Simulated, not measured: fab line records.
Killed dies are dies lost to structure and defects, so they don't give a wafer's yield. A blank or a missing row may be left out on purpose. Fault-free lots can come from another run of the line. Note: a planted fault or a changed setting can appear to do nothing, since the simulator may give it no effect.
fab line records || flow sky130 || part 2 of 2: steps 32 to 40 of 40
record {"lots": 5, "wafers": 15, "last-day": 48}
route steps=708 shown METAL4@600 CAP2M@603 VIA4@639
lots with no fault: from the same line, run without faults
start-h: start of the lot's first displayed wafer, in hours after the record's first day || wait-h: hours since the lot's step before || " same as the row above || L1.1+2: a row that stands for several wafers || - no value present, or no start provided || * or withheld: withheld || < > ~ a bound
route shown NAME@n: a module of which the file shows steps, and the number in the route of the first || usual: the fault-free wafers' mean and standard deviation || same: alike in all rows || chamber/n: place in a boat || sites: the reading at each site || _std_site: their standard deviation || _edge_site: mean of outer sites minus mean of inner sites || radius-mm: how far each site lies from the wafer's centre || mask NAME#n: copy n || behind: the last tool/chamber to shape the wafer || hold: why the lot was held/for how many hours/how that ended || device: which transistor (n, p or np) failed to switch || end of line: tests run on the same wafers once the route is complete || a step given without rows: its recipe and nothing more || killed: dies lost to structure and defects at the first sort, not the wafer's yield || map: dies across one wafer; x = killed, . = not, _ = none there
set.NAME: the run value of the setting; set.NAME@STEP: its run value at that earlier step || model.NAME: the simulator's own value behind a step, which no gauge read
lots at some steps of the route; a table a step, a row a wafer
services: from which hour (start-h, from the record's first day; less than 0 if before it) a tool's chamber was out of use, for how many hours, and why
## steps
# step SKY_METAL4_DESCUM_15
# recipe {"chemistry": "O2", "source-power-w": 150, "bias-power-w": 0, "pressure-mtorr": 10, "temp-c": 40, "time-s": 8}
# usual {"drypump-motor-current-A": "6.1/0.3", "oes-product-au": "0.989/0.0093"}
{"lot.wafer": "L075.1", "tool": "rie-metal-03", "chamber": 0, "start-h": 981.80, "wait-h": 0.0, "drypump-motor-current-A": 6.1, "oes-product-au": 1.002, "rf-hours-counter-h": 6}
{"lot.wafer": "L075.4", "tool": "rie-metal-03", "chamber": 0, "start-h": 981.80, "wait-h": 0.0, "drypump-motor-current-A": 6.1, "oes-product-au": 0.996, "rf-hours-counter-h": "-"}
{"lot.wafer": "L075.5", "tool": "rie-metal-03", "chamber": 1, "start-h": 981.80, "wait-h": 0.0, "drypump-motor-current-A": 6.2, "oes-product-au": 1.000, "rf-hours-counter-h": "-"}
{"lot.wafer": "L076.3", "tool": "rie-metal-04", "chamber": 1, "start-h": 998.41, "wait-h": 0.0, "drypump-motor-current-A": 6.5, "oes-product-au": 0.984, "rf-hours-counter-h": "-"}
{"lot.wafer": "L076.4", "tool": "rie-metal-04", "chamber": 0, "start-h": 998.41, "wait-h": 0.0, "drypump-motor-current-A": 6.1, "oes-product-au": 0.983, "rf-hours-counter-h": "-"}
{"lot.wafer": "L076.5", "tool": "rie-metal-04", "chamber": 1, "start-h": 998.41, "wait-h": 0.0, "drypump-motor-current-A": 6.5, "oes-product-au": 0.984, "rf-hours-counter-h": "-"}
{"lot.wafer": "L078.1", "tool": "rie-metal-02", "chamber": 1, "start-h": 1018.95, "wait-h": 0.0, "drypump-motor-current-A": 5.4, "oes-product-au": 0.997, "rf-hours-counter-h": 17}
{"lot.wafer": "L078.2", "tool": "rie-metal-02", "chamber": 0, "start-h": 1018.95, "wait-h": 0.0, "drypump-motor-current-A": 6.3, "oes-product-au": 0.993, "rf-hours-counter-h": 18}
{"lot.wafer": "L078.4", "tool": "rie-metal-02", "chamber": 0, "start-h": 1018.95, "wait-h": 0.0, "drypump-motor-current-A": 6.3, "oes-product-au": 0.989, "rf-hours-counter-h": "-"}
{"lot.wafer": "L079.1", "tool": "rie-metal-03", "chamber": 1, "start-h": 1030.74, "wait-h": 0.0, "drypump-motor-current-A": 6.2, "oes-product-au": 1.001, "rf-hours-counter-h": 21}
{"lot.wafer": "L079.4", "tool": "rie-metal-03", "chamber": 0, "start-h": 1030.74, "wait-h": 0.0, "drypump-motor-current-A": 6.1, "oes-product-au": 0.996, "rf-hours-counter-h": "-"}
{"lot.wafer": "L079.6", "tool": "rie-metal-03", "chamber": 0, "start-h": 1030.74, "wait-h": 0.0, "drypump-motor-current-A": 6.1, "oes-product-au": 0.999, "rf-hours-counter-h": "-"}
{"lot.wafer": "L086.2", "tool": "rie-metal-04", "chamber": 1, "start-h": 1061.84, "wait-h": 0.0, "drypump-motor-current-A": 6.5, "oes-product-au": 0.989, "rf-hours-counter-h": 20}
{"lot.wafer": "L086.3", "tool": "rie-metal-04", "chamber": 0, "start-h": 1061.84, "wait-h": 0.0, "drypump-motor-current-A": 6.1, "oes-product-au": 0.988, "rf-hours-counter-h": "-"}
{"lot.wafer": "L086.5", "tool": "rie-metal-04", "chamber": 1, "start-h": 1061.84, "wait-h": 0.0, "drypump-motor-current-A": 6.5, "oes-product-au": 0.999, "rf-hours-counter-h": "-"}
# step SKY_METAL4_ETCH_16
# recipe {"chemistry": "N2/H2", "target": "BARC", "ion-energy-ev": 200, "bias-w": 100, "pressure-mtorr": 30, "n2-flow-sccm": 100, "h2-flow-sccm": 200, "icp-w": 500, "stop-on": "SiO2", "time-s": 88.2, "target-depth-a": 600}
# usual {"drypump-motor-current-A": "6.1/0.3", "oes-product-au": "0.626/0.0044", "throttle-valve-pct": "13.204/0.0089"}
{"lot.wafer": "L075.1", "tool": "rie-metal-03", "chamber": 0, "start-h": 981.83, "wait-h": 0.0, "drypump-motor-current-A": 6.1, "oes-product-au": 0.628, "rf-hours-counter-h": 6, "throttle-valve-pct": 13.188}
{"lot.wafer": "L075.4", "tool": "rie-metal-03", "chamber": 0, "start-h": 981.83, "wait-h": 0.0, "drypump-motor-current-A": 6.1, "oes-product-au": 0.627, "rf-hours-counter-h": "-", "throttle-valve-pct": 13.211}
{"lot.wafer": "L075.5", "tool": "rie-metal-03", "chamber": 1, "start-h": 981.83, "wait-h": 0.0, "drypump-motor-current-A": 6.2, "oes-product-au": 0.631, "rf-hours-counter-h": "-", "throttle-valve-pct": 13.214}
{"lot.wafer": "L076.3", "tool": "rie-metal-04", "chamber": 1, "start-h": 998.46, "wait-h": 0.0, "drypump-motor-current-A": 6.5, "oes-product-au": 0.623, "rf-hours-counter-h": "-", "throttle-valve-pct": 13.210}
{"lot.wafer": "L076.4", "tool": "rie-metal-04", "chamber": 0, "start-h": 998.46, "wait-h": 0.0, "drypump-motor-current-A": 6.2, "oes-product-au": 0.628, "rf-hours-counter-h": "-", "throttle-valve-pct": 13.201}
{"lot.wafer": "L076.5", "tool": "rie-metal-04", "chamber": 1, "start-h": 998.46, "wait-h": 0.0, "drypump-motor-current-A": 6.5, "oes-product-au": 0.624, "rf-hours-counter-h": "-", "throttle-valve-pct": 13.200}
{"lot.wafer": "L078.1", "tool": "rie-metal-02", "chamber": 1, "start-h": 1018.98, "wait-h": 0.0, "drypump-motor-current-A": 5.4, "oes-product-au": 0.617, "rf-hours-counter-h": 17, "throttle-valve-pct": 13.203}
{"lot.wafer": "L078.2", "tool": "rie-metal-02", "chamber": 0, "start-h": 1018.98, "wait-h": 0.0, "drypump-motor-current-A": 6.3, "oes-product-au": 0.628, "rf-hours-counter-h": 18, "throttle-valve-pct": 13.208}
{"lot.wafer": "L078.4", "tool": "rie-metal-02", "chamber": 0, "start-h": 1018.98, "wait-h": 0.0, "drypump-motor-current-A": 6.3, "oes-product-au": 0.617, "rf-hours-counter-h": "-", "throttle-valve-pct": 13.205}
{"lot.wafer": "L079.1", "tool": "rie-metal-03", "chamber": 1, "start-h": 1030.77, "wait-h": 0.0, "drypump-motor-current-A": 6.2, "oes-product-au": 0.625, "rf-hours-counter-h": 21, "throttle-valve-pct": 13.208}
{"lot.wafer": "L079.4", "tool": "rie-metal-03", "chamber": 0, "start-h": 1030.77, "wait-h": 0.0, "drypump-motor-current-A": 6.2, "oes-product-au": 0.635, "rf-hours-counter-h": "-", "throttle-valve-pct": 13.223}
{"lot.wafer": "L079.6", "tool": "rie-metal-03", "chamber": 0, "start-h": 1030.77, "wait-h": 0.0, "drypump-motor-current-A": 6.1, "oes-product-au": 0.624, "rf-hours-counter-h": "-", "throttle-valve-pct": 13.200}
{"lot.wafer": "L086.2", "tool": "rie-metal-04", "chamber": 1, "start-h": 1061.87, "wait-h": 0.0, "drypump-motor-current-A": 6.5, "oes-product-au": 0.625, "rf-hours-counter-h": 20, "throttle-valve-pct": 13.197}
{"lot.wafer": "L086.3", "tool": "rie-metal-04", "chamber": 0, "start-h": 1061.87, "wait-h": 0.0, "drypump-motor-current-A": 6.2, "oes-product-au": 0.626, "rf-hours-counter-h": "-", "throttle-valve-pct": 13.192}
{"lot.wafer": "L086.5", "tool": "rie-metal-04", "chamber": 1, "start-h": 1061.87, "wait-h": 0.0, "drypump-motor-current-A": 6.5, "oes-product-au": 0.628, "rf-hours-counter-h": "-", "throttle-valve-pct": 13.208}
# step SKY_METAL4_ETCH_17
# recipe {"target": "SiO2", "stop-on": "TiN", "chemistry": "C4F8/O2/Ar", "source-w": 1500, "bias-w": 1200, "pressure-mtorr": 40, "c4f8-flow-sccm": "withheld", "O2_flow_sccm": 6, "Ar_flow_sccm": 300, "time-s": 3.9, "target-depth-a": 150}
# usual {"oes-product-au": "0.755/0.0076"}
{"lot.wafer": "L075.1", "tool": "rie-diel-04", "chamber": 1, "start-h": 981.93, "wait-h": 0.1, "oes-product-au": 0.747, "rf-hours-counter-h": 9}
{"lot.wafer": "L075.4", "tool": "rie-diel-04", "chamber": 0, "start-h": 981.93, "wait-h": 0.1, "oes-product-au": 0.749, "rf-hours-counter-h": "-"}
{"lot.wafer": "L075.5", "tool": "rie-diel-04", "chamber": 1, "start-h": 981.93, "wait-h": 0.1, "oes-product-au": 0.748, "rf-hours-counter-h": "-"}
{"lot.wafer": "L076.3", "tool": "rie-diel-01", "chamber": 0, "start-h": 998.53, "wait-h": 0.0, "oes-product-au": 0.754, "rf-hours-counter-h": 20}
{"lot.wafer": "L076.4", "tool": "rie-diel-01", "chamber": 1, "start-h": 998.53, "wait-h": 0.0, "oes-product-au": 0.767, "rf-hours-counter-h": 21}
{"lot.wafer": "L076.5", "tool": "rie-diel-01", "chamber": 2, "start-h": 998.53, "wait-h": 0.0, "oes-product-au": 0.757, "rf-hours-counter-h": "-"}
{"lot.wafer": "L078.1", "tool": "rie-diel-02", "chamber": 3, "start-h": 1019.08, "wait-h": 0.1, "oes-product-au": 0.763, "rf-hours-counter-h": 12}
{"lot.wafer": "L078.2", "tool": "rie-diel-02", "chamber": 0, "start-h": 1019.08, "wait-h": 0.1, "oes-product-au": 0.743, "rf-hours-counter-h": 12}
{"lot.wafer": "L078.4", "tool": "rie-diel-02", "chamber": 2, "start-h": 1019.08, "wait-h": 0.1, "oes-product-au": 0.750, "rf-hours-counter-h": 12}
{"lot.wafer": "L079.1", "tool": "rie-diel-01", "chamber": 3, "start-h": 1030.87, "wait-h": 0.1, "oes-product-au": 0.746, "rf-hours-counter-h": 16}
{"lot.wafer": "L079.4", "tool": "rie-diel-01", "chamber": 2, "start-h": 1030.87, "wait-h": 0.1, "oes-product-au": 0.760, "rf-hours-counter-h": 26}
{"lot.wafer": "L079.6", "tool": "rie-diel-01", "chamber": 0, "start-h": 1030.87, "wait-h": 0.1, "oes-product-au": 0.743, "rf-hours-counter-h": "-"}
{"lot.wafer": "L086.2", "tool": "rie-diel-04", "chamber": 0, "start-h": 1061.97, "wait-h": 0.1, "oes-product-au": 0.758, "rf-hours-counter-h": 23}
{"lot.wafer": "L086.3", "tool": "rie-diel-04", "chamber": 2, "start-h": 1061.97, "wait-h": 0.1, "oes-product-au": 0.757, "rf-hours-counter-h": 25}
{"lot.wafer": "L086.5", "tool": "rie-diel-04", "chamber": 2, "start-h": 1061.97, "wait-h": 0.1, "oes-product-au": 0.760, "rf-hours-counter-h": "-"}
# step SKY_METAL4_METAL_ETCH_18
# recipe {"target-depth-a": 8450, "stop-on": "SiO2", "over-etch-frac": 0.3, "time-s": 183.1, "chemistry": "Cl2/BCl3", "resist-sidewall-deg": 88, "pressure-mtorr": 10, "icp-w": 900, "bias-w": 48.5, "Cl2_flow_sccm": 60, "bcl3-flow-sccm": 30}
# usual {"drypump-motor-current-A": "6.17/0.24", "oes-product-au": "0.865/0.0066", "throttle-valve-pct": "22.265/0.0092"}
{"lot.wafer": "L075.1", "tool": "rie-metal-04", "chamber": 1, "start-h": 981.95, "wait-h": 0.0, "drypump-motor-current-A": 6.49, "oes-product-au": 0.857, "rf-hours-counter-h": 14, "throttle-valve-pct": 22.265}
{"lot.wafer": "L075.4", "tool": "rie-metal-04", "chamber": 1, "start-h": 981.95, "wait-h": 0.0, "drypump-motor-current-A": 6.48, "oes-product-au": 0.857, "rf-hours-counter-h": "-", "throttle-valve-pct": 22.287}
{"lot.wafer": "L075.5", "tool": "rie-metal-04", "chamber": 1, "start-h": 981.95, "wait-h": 0.0, "drypump-motor-current-A": 6.47, "oes-product-au": 0.874, "rf-hours-counter-h": "-", "throttle-valve-pct": 22.252}
{"lot.wafer": "L076.3", "tool": "rie-metal-03", "chamber": 0, "start-h": 998.61, "wait-h": 0.1, "drypump-motor-current-A": 6.09, "oes-product-au": 0.861, "rf-hours-counter-h": "-", "throttle-valve-pct": 22.280}
{"lot.wafer": "L076.4", "tool": "rie-metal-03", "chamber": 1, "start-h": 998.61, "wait-h": 0.1, "drypump-motor-current-A": 6.19, "oes-product-au": 0.861, "rf-hours-counter-h": "-", "throttle-valve-pct": 22.257}
{"lot.wafer": "L076.5", "tool": "rie-metal-03", "chamber": 1, "start-h": 998.61, "wait-h": 0.1, "drypump-motor-current-A": 6.18, "oes-product-au": 0.857, "rf-hours-counter-h": "-", "throttle-valve-pct": 22.264}
{"lot.wafer": "L078.1", "tool": "rie-metal-03", "chamber": 1, "start-h": 1019.10, "wait-h": 0.0, "drypump-motor-current-A": 6.19, "oes-product-au": 0.858, "rf-hours-counter-h": 20, "throttle-valve-pct": 22.253}
{"lot.wafer": "L078.2", "tool": "rie-metal-03", "chamber": 0, "start-h": 1019.10, "wait-h": 0.0, "drypump-motor-current-A": 6.10, "oes-product-au": 0.862, "rf-hours-counter-h": 9, "throttle-valve-pct": 22.262}
{"lot.wafer": "L078.4", "tool": "rie-metal-03", "chamber": 0, "start-h": 1019.10, "wait-h": 0.0, "drypump-motor-current-A": 6.11, "oes-product-au": 0.863, "rf-hours-counter-h": "-", "throttle-valve-pct": 22.270}
{"lot.wafer": "L079.1", "tool": "rie-metal-04", "chamber": 0, "start-h": 1030.89, "wait-h": 0.0, "drypump-motor-current-A": 6.12, "oes-product-au": 0.864, "rf-hours-counter-h": 4, "throttle-valve-pct": 22.281}
{"lot.wafer": "L079.4", "tool": "rie-metal-04", "chamber": 0, "start-h": 1030.89, "wait-h": 0.0, "drypump-motor-current-A": 6.10, "oes-product-au": 0.861, "rf-hours-counter-h": "-", "throttle-valve-pct": 22.269}
{"lot.wafer": "L079.6", "tool": "rie-metal-04", "chamber": 1, "start-h": 1030.89, "wait-h": 0.0, "drypump-motor-current-A": 6.51, "oes-product-au": 0.870, "rf-hours-counter-h": "-", "throttle-valve-pct": 22.259}
{"lot.wafer": "L086.2", "tool": "rie-metal-03", "chamber": 1, "start-h": 1061.99, "wait-h": 0.0, "drypump-motor-current-A": 6.18, "oes-product-au": 0.863, "rf-hours-counter-h": 23, "throttle-valve-pct": 22.274}
{"lot.wafer": "L086.3", "tool": "rie-metal-03", "chamber": 0, "start-h": 1061.99, "wait-h": 0.0, "drypump-motor-current-A": 6.09, "oes-product-au": 0.867, "rf-hours-counter-h": "-", "throttle-valve-pct": 22.271}
{"lot.wafer": "L086.5", "tool": "rie-metal-03", "chamber": 1, "start-h": 1061.99, "wait-h": 0.0, "drypump-motor-current-A": 6.21, "oes-product-au": 0.861, "rf-hours-counter-h": "-", "throttle-valve-pct": 22.285}
# step SKY_METAL4_STRIP_19
# recipe {"chemistry": "O2/N2", "power-w": 1400, "pressure-mtorr": 1500, "platen-temp-c": "withheld", "o2-flow-sccm": 3000, "n2-flow-sccm": 300, "overash-fraction": 0.5}
# usual {"drypump-motor-current-A": "5.7/0.42", "oes-product-au": "0.507/0.0046", "strip-time-to-endpoint-s": "6.64/0.063"}
{"lot.wafer": "L075.1", "tool": "plasma-asher-03", "chamber": 1, "start-h": 982.13, "wait-h": 0.1, "drypump-motor-current-A": 5.3, "oes-product-au": 0.512, "rf-hours-counter-h": 25, "strip-time-to-endpoint-s": 6.73}
{"lot.wafer": "L075.4", "tool": "plasma-asher-03", "chamber": 1, "start-h": 982.13, "wait-h": 0.1, "drypump-motor-current-A": 5.3, "oes-product-au": 0.505, "rf-hours-counter-h": "-", "strip-time-to-endpoint-s": 6.64}
{"lot.wafer": "L075.5", "tool": "plasma-asher-03", "chamber": 1, "start-h": 982.13, "wait-h": 0.1, "drypump-motor-current-A": 5.3, "oes-product-au": 0.504, "rf-hours-counter-h": "-", "strip-time-to-endpoint-s": 6.58}
{"lot.wafer": "L076.3", "tool": "plasma-asher-03", "chamber": 0, "start-h": 998.76, "wait-h": 0.1, "drypump-motor-current-A": 5.3, "oes-product-au": 0.505, "rf-hours-counter-h": "-", "strip-time-to-endpoint-s": 6.62}
{"lot.wafer": "L076.4", "tool": "plasma-asher-03", "chamber": 1, "start-h": 998.76, "wait-h": 0.1, "drypump-motor-current-A": 5.3, "oes-product-au": 0.511, "rf-hours-counter-h": "-", "strip-time-to-endpoint-s": 6.67}
{"lot.wafer": "L076.5", "tool": "plasma-asher-03", "chamber": 0, "start-h": 998.76, "wait-h": 0.1, "drypump-motor-current-A": 5.2, "oes-product-au": 0.507, "rf-hours-counter-h": "-", "strip-time-to-endpoint-s": 6.67}
{"lot.wafer": "L078.1", "tool": "plasma-asher-02", "chamber": 0, "start-h": 1019.28, "wait-h": 0.1, "drypump-motor-current-A": 5.9, "oes-product-au": 0.508, "rf-hours-counter-h": 95, "strip-time-to-endpoint-s": 6.70}
{"lot.wafer": "L078.2", "tool": "plasma-asher-02", "chamber": 1, "start-h": 1019.28, "wait-h": 0.1, "drypump-motor-current-A": 5.7, "oes-product-au": 0.508, "rf-hours-counter-h": 95, "strip-time-to-endpoint-s": 6.66}
{"lot.wafer": "L078.4", "tool": "plasma-asher-02", "chamber": 0, "start-h": 1019.28, "wait-h": 0.1, "drypump-motor-current-A": 5.9, "oes-product-au": 0.502, "rf-hours-counter-h": "-", "strip-time-to-endpoint-s": 6.69}
{"lot.wafer": "L079.1", "tool": "plasma-asher-02", "chamber": 0, "start-h": 1031.07, "wait-h": 0.1, "drypump-motor-current-A": 6.0, "oes-product-au": 0.511, "rf-hours-counter-h": 97, "strip-time-to-endpoint-s": 6.80}
{"lot.wafer": "L079.4", "tool": "plasma-asher-02", "chamber": 0, "start-h": 1031.07, "wait-h": 0.1, "drypump-motor-current-A": 6.0, "oes-product-au": 0.513, "rf-hours-counter-h": "-", "strip-time-to-endpoint-s": 6.73}
{"lot.wafer": "L079.6", "tool": "plasma-asher-02", "chamber": 0, "start-h": 1031.07, "wait-h": 0.1, "drypump-motor-current-A": 6.0, "oes-product-au": 0.511, "rf-hours-counter-h": "-", "strip-time-to-endpoint-s": 6.67}
{"lot.wafer": "L086.2", "tool": "plasma-asher-03", "chamber": 1, "start-h": 1062.17, "wait-h": 0.1, "drypump-motor-current-A": 5.3, "oes-product-au": 0.508, "rf-hours-counter-h": 30, "strip-time-to-endpoint-s": 6.70}
{"lot.wafer": "L086.3", "tool": "plasma-asher-03", "chamber": 1, "start-h": 1062.17, "wait-h": 0.1, "drypump-motor-current-A": 5.3, "oes-product-au": 0.512, "rf-hours-counter-h": "-", "strip-time-to-endpoint-s": 6.68}
{"lot.wafer": "L086.5", "tool": "plasma-asher-03", "chamber": 1, "start-h": 1062.17, "wait-h": 0.1, "drypump-motor-current-A": 5.3, "oes-product-au": 0.501, "rf-hours-counter-h": "-", "strip-time-to-endpoint-s": 6.68}
# step SKY_METAL4_STRIP_20
# recipe {"chemistry": "post-etch-residue-remover", "time-s": 1200, "temp-c": 72.5}
# usual {"bath-guard-temp-C": "72.3/0.44"}
{"lot.wafer": "L075.1", "tool": "wet-bench-02", "chamber": 0, "start-h": 982.23, "wait-h": 0.1, "bath-guard-temp-C": 72.5}
{"lot.wafer": "L075.4", "tool": "wet-bench-02", "chamber": 0, "start-h": 982.23, "wait-h": 0.1, "bath-guard-temp-C": 72.4}
{"lot.wafer": "L075.5", "tool": "wet-bench-02", "chamber": 0, "start-h": 982.23, "wait-h": 0.1, "bath-guard-temp-C": 72.2}
{"lot.wafer": "L076.3", "tool": "wet-bench-04", "chamber": 0, "start-h": 998.83, "wait-h": 0.0, "bath-guard-temp-C": 72.2}
{"lot.wafer": "L076.4", "tool": "wet-bench-04", "chamber": 0, "start-h": 998.83, "wait-h": 0.0, "bath-guard-temp-C": 72.4}
{"lot.wafer": "L076.5", "tool": "wet-bench-04", "chamber": 0, "start-h": 998.83, "wait-h": 0.0, "bath-guard-temp-C": 72.7}
{"lot.wafer": "L078.1", "tool": "wet-bench-02", "chamber": 1, "start-h": 1019.38, "wait-h": 0.1, "bath-guard-temp-C": 72.4}
{"lot.wafer": "L078.2", "tool": "wet-bench-02", "chamber": 1, "start-h": 1019.38, "wait-h": 0.1, "bath-guard-temp-C": 72.3}
{"lot.wafer": "L078.4", "tool": "wet-bench-02", "chamber": 1, "start-h": 1019.38, "wait-h": 0.1, "bath-guard-temp-C": 72.6}
{"lot.wafer": "L079.1", "tool": "wet-bench-02", "chamber": 0, "start-h": 1031.17, "wait-h": 0.1, "bath-guard-temp-C": 72.3}
{"lot.wafer": "L079.4", "tool": "wet-bench-02", "chamber": 0, "start-h": 1031.17, "wait-h": 0.1, "bath-guard-temp-C": 72.6}
{"lot.wafer": "L079.6", "tool": "wet-bench-02", "chamber": 0, "start-h": 1031.17, "wait-h": 0.1, "bath-guard-temp-C": 72.5}
{"lot.wafer": "L086.2", "tool": "wet-bench-04", "chamber": 2, "start-h": 1062.52, "wait-h": 0.3, "bath-guard-temp-C": 72.8}
{"lot.wafer": "L086.3", "tool": "wet-bench-04", "chamber": 2, "start-h": 1062.52, "wait-h": 0.3, "bath-guard-temp-C": 72.3}
{"lot.wafer": "L086.5", "tool": "wet-bench-04", "chamber": 2, "start-h": 1062.52, "wait-h": 0.3, "bath-guard-temp-C": 72.3}
# step SKY_METAL4_CLEAN_21
# recipe {"chemistry": "IPA", "time-s": 180, "temp-c": 25}
{"lot.wafer": "L075.1+4+5", "tool": "wet-bench-04", "chamber": 3, "start-h": 982.63, "wait-h": 0.0}
{"lot.wafer": "L076.3+4+5", "tool": "wet-bench-02", "chamber": 1, "start-h": 999.17, "wait-h": 0.0}
{"lot.wafer": "L078.1+2+4", "tool": "wet-bench-04", "chamber": 3, "start-h": 1019.72, "wait-h": 0.0}
{"lot.wafer": "L079.1+4+6", "tool": "wet-bench-02", "chamber": 2, "start-h": 1031.51, "wait-h": 0.0}
{"lot.wafer": "L086.2+3+5", "tool": "wet-bench-01", "chamber": 2, "start-h": 1063.42, "wait-h": 0.2}
# step SKY_METAL4_CLEAN_22
# recipe {"chemistry": "O3/DIW", "dry": "n2-spin"}
{"lot.wafer": "L075.1+4+5", "tool": "wet-bench-02", "chamber": 2, "start-h": 982.69, "wait-h": 0.0}
{"lot.wafer": "L076.3+4+5", "tool": "wet-bench-01", "chamber": 3, "start-h": 999.23, "wait-h": 0.0}
{"lot.wafer": "L078.1+2+4", "tool": "wet-bench-01", "chamber": 0, "start-h": 1019.78, "wait-h": 0.0}
{"lot.wafer": "L079.1+4+6", "tool": "wet-bench-01", "chamber": 0, "start-h": 1031.57, "wait-h": 0.0}
{"lot.wafer": "L086.2+3+5", "tool": "wet-bench-02", "chamber": 2, "start-h": 1063.65, "wait-h": 0.2}
# step SKY_VIA4_HDPCVD_00
# recipe {"material": "SiO2", "target-thk-nm": 1750, "sigma-open-frac": 0.3, "time-s": 291.7, "temp-c": 400, "sih4-flow-sccm": 60, "pressure-mtorr": 6}
{"lot.wafer": "L075.1+4+5", "tool": "hdpcvd-01", "chamber": "0,2,1", "start-h": 982.80, "wait-h": 0.0}
{"lot.wafer": "L076.3+4+5", "tool": "hdpcvd-02", "chamber": "1,0,2", "start-h": 999.41, "wait-h": 0.0}
{"lot.wafer": "L078.1+2+4", "tool": "hdpcvd-02", "chamber": "1,2,2", "start-h": 1019.87, "wait-h": 0.0}
{"lot.wafer": "L079.1+4+6", "tool": "hdpcvd-01", "chamber": "0,1,0", "start-h": 1031.67, "wait-h": 0.0}
{"lot.wafer": "L086.2+3+5", "tool": "hdpcvd-01", "chamber": "2,0,1", "start-h": 1063.79, "wait-h": 0.1}
## services
{"tool": "iline-stepper-02", "chamber": "-", "start-h": 912.20, "hours": 2.1, "kind": "pm"}
{"tool": "iline-stepper-02", "chamber": "-", "start-h": 914.29, "hours": 1.7, "kind": "pm"}
{"tool": "pvd-sputter-04", "chamber": "-", "start-h": 922.71, "hours": 3.3, "kind": "repair"}
{"tool": "wet-bench-01", "chamber": "-", "start-h": 924.64, "hours": 13.0, "kind": "repair"}
{"tool": "pvd-sputter-01", "chamber": "-", "start-h": 924.79, "hours": 6.6, "kind": "repair"}
{"tool": "krf-scanner-01", "chamber": "-", "start-h": 937.77, "hours": 0.8, "kind": "pm"}
{"tool": "pvd-sputter-02", "chamber": "-", "start-h": 941.72, "hours": 2.0, "kind": "repair"}
{"tool": "krf-scanner-01", "chamber": "-", "start-h": 948.20, "hours": 1.3, "kind": "pm"}
{"tool": "plasma-asher-02", "chamber": "-", "start-h": 949.83, "hours": 2.0, "kind": "repair"}
{"tool": "krf-scanner-01", "chamber": "-", "start-h": 972.53, "hours": 3.6, "kind": "pm"}
{"tool": "pvd-sputter-01", "chamber": "-", "start-h": 974.30, "hours": 11.3, "kind": "repair"}
{"tool": "rie-metal-04", "chamber": "-", "start-h": 981.06, "hours": 0.5, "kind": "repair"}
{"tool": "krf-scanner-01", "chamber": "-", "start-h": 982.08, "hours": 0.2, "kind": "repair"}
{"tool": "krf-scanner-01", "chamber": "-", "start-h": 984.07, "hours": 17.9, "kind": "repair"}
{"tool": "rie-metal-04", "chamber": 0, "start-h": 1001.86, "hours": 5.7, "kind": "repair"}
{"tool": "wet-bench-02", "chamber": "-", "start-h": 1014.29, "hours": 1.9, "kind": "repair"}
{"tool": "plasma-asher-03", "chamber": "-", "start-h": 1015.18, "hours": 28.1, "kind": "pm"}
{"tool": "iline-stepper-02", "chamber": "-", "start-h": 1016.25, "hours": 4.2, "kind": "repair"}
{"tool": "rie-metal-04", "chamber": 1, "start-h": 1017.43, "hours": 2.9, "kind": "repair"}
{"tool": "hdpcvd-01", "chamber": "-", "start-h": 1029.32, "hours": 0.9, "kind": "repair"}
{"tool": "rie-metal-02", "chamber": "-", "start-h": 1030.54, "hours": 4.2, "kind": "repair"}
{"tool": "pecvd-03", "chamber": "-", "start-h": 1033.00, "hours": 1.7, "kind": "repair"}
{"tool": "rie-metal-02", "chamber": 1, "start-h": 1034.24, "hours": 5.7, "kind": "repair"}
{"tool": "wet-bench-04", "chamber": "-", "start-h": 1050.87, "hours": 6.0, "kind": "repair"}
